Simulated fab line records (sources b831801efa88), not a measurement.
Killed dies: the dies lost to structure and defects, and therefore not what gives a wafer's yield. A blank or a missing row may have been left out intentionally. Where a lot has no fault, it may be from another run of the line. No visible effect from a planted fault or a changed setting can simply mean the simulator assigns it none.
Check for tools in common + flow sky130 + 42 wafers sampled across 14 lots

== WHAT PROMPTED THE OPENING ==
At SKY_SONOS_TUNNEL_TW_MEAS_12 the reading SONOS_TUNNEL_TW is flagged on 2 of 14 lots. No-fault wafers: 198.0, standard deviation 2.4.
Rule: a lot is flagged in two cases, either no wafer of it has a number, or all its wafers with numbers fall more than 4 standard deviations from that mean. All remaining lots are regarded as sound.

| lot  | measured     | on            | SONOS_TUNNEL_TW, wafer by wafer | flag    |
|------|--------------|---------------|---------------------------------|---------|
| L140 | day 11 23:30 | film metro-01 | 199.0 199.7 198.2               |         |
| L141 | day 12 06:09 | film metro-04 | 196.0 195.0 194.3               |         |
| L142 | day 12 13:19 | film metro-01 | 198.0 198.6 198.6               |         |
| L143 | day 13 02:37 | film metro-01 | 200.2 201.1 200.4               |         |
| L145 | day 13 08:30 | film metro-02 | 201.3 201.6 200.8               |         |
| L146 | day 13 16:56 | film metro-01 | 198.9 199.6 200.5               |         |
| L149 | day 14 20:00 | film metro-02 | 216.9 215.7 215.7               | FLAGGED |
| L150 | day 15 05:19 | film metro-04 | 209.1 209.7 208.6               | FLAGGED |
| L151 | day 15 08:22 | film metro-01 | 200.0 198.3 198.4               |         |
| L152 | day 15 18:47 | film metro-01 | 199.1 198.1 197.6               |         |
| L157 | day 18 08:37 | film metro-02 | 200.3 200.2 200.4               |         |
| L159 | day 18 14:08 | film metro-01 | 198.8 198.5 198.4               |         |
| L158 | day 18 17:01 | film metro-04 | 194.5 195.5 194.5               |         |
| L161 | day 19 00:30 | film metro-01 | 197.5 198.9 197.7               |         |
On average the flagged lots' numbers are 212.6, which is +14.6 against the usual, or +6 standard deviations.

== EACH LOT AND THE TOOL IT RAN ON ==
The record keeps 1 process step preceding the reading, out of 708 steps on the route. Every cell lists first the tool, next ch and the chambers used by the sampled wafers, and last the start.
| lot  | flag    | SKY_VT_ADJUST_PCH_COAT_02         |
|------|---------|-----------------------------------|
| L140 |         | litho track-03 ch 0, day 10 11:03 |
| L141 |         | litho track-02 ch 0, day 10 17:47 |
| L142 |         | litho track-03 ch 0, day 11 00:43 |
| L143 |         | litho track-03 ch 0, day 11 12:28 |
| L145 |         | litho track-03 ch 0, day 11 19:55 |
| L146 |         | litho track-04 ch 0, day 12 02:32 |
| L149 | FLAGGED | litho track-02, day 13 05:08      |
| L150 | FLAGGED | litho track-03, day 13 11:51      |
| L151 |         | litho track-02 ch 0, day 13 16:17 |
| L152 |         | litho track-03 ch 0, day 14 01:55 |
| L157 |         | litho track-02 ch 0, day 16 11:17 |
| L159 |         | litho track-02 ch 0, day 16 17:32 |
| L158 |         | litho track-03 ch 0, day 16 19:42 |
| L161 |         | litho track-04 ch 0, day 17 03:50 |
What the steps here do:
- SKY_VT_ADJUST_PCH_COAT_02: resist thk 3000 nm.
- SKY_SONOS_TUNNEL_TW_MEAS_12

== FLAGGED AGAINST TOTAL, ONE TOOL AT A TIME (gauges that did the reading follow at the end) ==
| step                        | tool           | lots run | flagged | share of the flagged lots | sound lots run after its first flagged lot |
|-----------------------------|----------------|----------|---------|---------------------------|--------------------------------------------|
| SKY_VT_ADJUST_PCH_COAT_02   | litho track-02 | 5        | 1       | some                      | 3 (L151,L157,L159)                         |
| SKY_VT_ADJUST_PCH_COAT_02   | litho track-03 | 7        | 1       | some                      | 2 (L152,L158)                              |
| SKY_VT_ADJUST_PCH_COAT_02   | litho track-04 | 2        | 0       | none                      | -                                          |
| SKY_SONOS_TUNNEL_TW_MEAS_12 | film metro-01  | 8        | 0       | none                      | -                                          |
| SKY_SONOS_TUNNEL_TW_MEAS_12 | film metro-02  | 3        | 1       | some                      | 1 (L157)                                   |
| SKY_SONOS_TUNNEL_TW_MEAS_12 | film metro-04  | 3        | 1       | some                      | 1 (L158)                                   |

== WHAT IS ALLOWED BY THE TABLE ==
No row of the table ran every flagged lot.

== WHAT HAD BEEN PUT IN BY THE SIMULATOR ==
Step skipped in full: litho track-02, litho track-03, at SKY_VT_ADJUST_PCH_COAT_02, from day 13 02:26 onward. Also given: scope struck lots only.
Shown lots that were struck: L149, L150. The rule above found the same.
